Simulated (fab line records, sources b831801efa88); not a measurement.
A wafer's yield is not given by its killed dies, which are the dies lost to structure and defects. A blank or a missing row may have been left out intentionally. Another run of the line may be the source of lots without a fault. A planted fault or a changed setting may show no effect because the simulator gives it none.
Tool commonality check / flow gf180mcu / Lots sampled 13, wafers sampled 39

== REASON IT WAS OPENED ==
On 2 of the 13 lots, a flag is raised at GF_V2_CD_MEAS_14 on the reading cd_nm. No-fault wafers: 259.8 nm, standard deviation 1.5.
Rule: a lot gets a flag if all its wafers with a number sit over 4 standard deviations from that mean, or if no wafer of it has a number. All remaining lots are regarded as sound.

lot=L336; measured=day 20 23:40; on=cd_sem-01; cd_nm (nm), wafer by wafer=258.6 258.6 257.8; flag=
lot=L338; measured=day 21 12:41; on=cd_sem-02; cd_nm (nm), wafer by wafer=258.8 259.4 258.3; flag=
lot=L341; measured=day 23 02:44; on=cd_sem-02; cd_nm (nm), wafer by wafer=272.0 271.4 271.2; flag=FLAGGED
lot=L343; measured=day 23 05:47; on=cd_sem-02; cd_nm (nm), wafer by wafer=268.8 269.4 268.3; flag=FLAGGED
lot=L347; measured=day 24 21:20; on=cd_sem-01; cd_nm (nm), wafer by wafer=262.7 261.6 261.4; flag=
lot=L351; measured=day 26 06:39; on=cd_sem-01; cd_nm (nm), wafer by wafer=261.1 261.6 260.5; flag=
lot=L350; measured=day 26 09:01; on=cd_sem-01; cd_nm (nm), wafer by wafer=257.6 258.0 257.1; flag=
lot=L352; measured=day 26 17:23; on=cd_sem-02; cd_nm (nm), wafer by wafer=258.4 258.4 256.6; flag=
lot=L353; measured=day 26 19:52; on=cd_sem-01; cd_nm (nm), wafer by wafer=258.2 258.7 258.4; flag=
lot=L355; measured=day 27 09:56; on=cd_sem-01; cd_nm (nm), wafer by wafer=257.9 258.4 258.2; flag=
lot=L356; measured=day 27 14:58; on=cd_sem-01; cd_nm (nm), wafer by wafer=258.7 259.9 259.1; flag=
lot=L357; measured=day 27 17:43; on=cd_sem-01; cd_nm (nm), wafer by wafer=262.2 263.0 263.0; flag=
lot=L358; measured=day 28 01:28; on=cd_sem-01; cd_nm (nm), wafer by wafer=259.5 259.8 259.4; flag=
On average the flagged lots' numbers are 270.2 nm, which is +10.4 nm against the usual, or +7 standard deviations.

== TOOL THAT RAN EACH LOT ==
Before the reading, the record contains 2 process steps out of a 602-step route. Cell contents, in order: the tool; ch with the chambers the sampled wafers went through; the start.
lot=L336; flag=; GF_V2_CVD_02=pecvd-02 ch 1,2, day 19 21:50; GF_V2_PEB_12=litho_track-03 ch 0, day 20 23:19
lot=L338; flag=; GF_V2_CVD_02=pecvd-04 ch 0,1,2, day 20 12:18; GF_V2_PEB_12=litho_track-04 ch 0, day 21 12:20
lot=L341; flag=FLAGGED; GF_V2_CVD_02=pecvd-01 ch 0,1, day 22 02:40; GF_V2_PEB_12=litho_track-03 ch 0, day 23 02:23
lot=L343; flag=FLAGGED; GF_V2_CVD_02=pecvd-02 ch 0,1,2, day 22 07:00; GF_V2_PEB_12=litho_track-03 ch 0, day 23 05:26
lot=L347; flag=; GF_V2_CVD_02=pecvd-02 ch 1,2, day 23 22:42; GF_V2_PEB_12=litho_track-04 ch 0, day 24 20:59
lot=L351; flag=; GF_V2_CVD_02=pecvd-04 ch 0,2, day 25 09:36; GF_V2_PEB_12=litho_track-04 ch 0, day 26 06:19
lot=L350; flag=; GF_V2_CVD_02=pecvd-02 ch 1,2, day 25 11:53; GF_V2_PEB_12=litho_track-02 ch 0, day 26 08:40
lot=L352; flag=; GF_V2_CVD_02=pecvd-04 ch 0,1, day 25 20:07; GF_V2_PEB_12=litho_track-02 ch 0, day 26 17:03
lot=L353; flag=; GF_V2_CVD_02=pecvd-02 ch 0,2, day 25 21:57; GF_V2_PEB_12=litho_track-02 ch 0, day 26 19:32
lot=L355; flag=; GF_V2_CVD_02=pecvd-01 ch 1,2, day 26 13:23; GF_V2_PEB_12=litho_track-04 ch 0, day 27 09:35
lot=L356; flag=; GF_V2_CVD_02=pecvd-01 ch 0,1,2, day 26 18:17; GF_V2_PEB_12=litho_track-03 ch 0, day 27 14:37
lot=L357; flag=; GF_V2_CVD_02=pecvd-04 ch 0,1,2, day 26 21:10; GF_V2_PEB_12=litho_track-03 ch 0, day 27 17:10
lot=L358; flag=; GF_V2_CVD_02=pecvd-01 ch 0,1,2, day 27 05:18; GF_V2_PEB_12=litho_track-02 ch 0, day 28 01:07
These steps, and what they do:
- GF_V2_CVD_02: deposits SiO2 from TEOS, target thk 850 nm, time 94.851 s.
- GF_V2_PEB_12: peb time 90 s.
- GF_V2_CD_MEAS_14: target cd 260 nm.

== FLAGGED OVER TOTAL, TOOL BY TOOL (the gauges that took the reading come last) ==
step=GF_V2_CVD_02; tool=pecvd-01; lots run=4; flagged=1; share of the flagged lots=some; sound lots run after its first flagged lot=3 (L355,L356,L358)
step=GF_V2_CVD_02; tool=pecvd-02; lots run=5; flagged=1; share of the flagged lots=some; sound lots run after its first flagged lot=3 (L347,L350,L353)
step=GF_V2_CVD_02; tool=pecvd-04; lots run=4; flagged=0; share of the flagged lots=none; sound lots run after its first flagged lot=-
step=GF_V2_PEB_12; tool=litho_track-02; lots run=4; flagged=0; share of the flagged lots=none; sound lots run after its first flagged lot=-
step=GF_V2_PEB_12; tool=litho_track-03; lots run=5; flagged=2; share of the flagged lots=all; sound lots run after its first flagged lot=2 (L356,L357)
step=GF_V2_PEB_12; tool=litho_track-04; lots run=4; flagged=0; share of the flagged lots=none; sound lots run after its first flagged lot=-
step=GF_V2_CD_MEAS_14; tool=cd_sem-01; lots run=9; flagged=0; share of the flagged lots=none; sound lots run after its first flagged lot=-
step=GF_V2_CD_MEAS_14; tool=cd_sem-02; lots run=4; flagged=2; share of the flagged lots=all; sound lots run after its first flagged lot=1 (L352)

== THE TABLE: WHAT IT ALLOWS ==
In 2 table rows, all flagged lots were run: litho_track-03 (GF_V2_PEB_12), cd_sem-02 (GF_V2_CD_MEAS_14).
- litho_track-03 at GF_V2_PEB_12 ran 5 lots, 2 of them flagged. Sound lots ran on it after the first flagged one (L356, L357), which a lasting fault on the whole tool wouldn't allow.
- cd_sem-02 at GF_V2_CD_MEAS_14 ran 4 lots, 2 of them flagged. Sound lots ran on it after the first flagged one (L352), which a lasting fault on the whole tool wouldn't allow.
No row of the table ran every flagged lot and no sound lot after the first.

== WHAT THE SIMULATOR HAD INSERTED ==
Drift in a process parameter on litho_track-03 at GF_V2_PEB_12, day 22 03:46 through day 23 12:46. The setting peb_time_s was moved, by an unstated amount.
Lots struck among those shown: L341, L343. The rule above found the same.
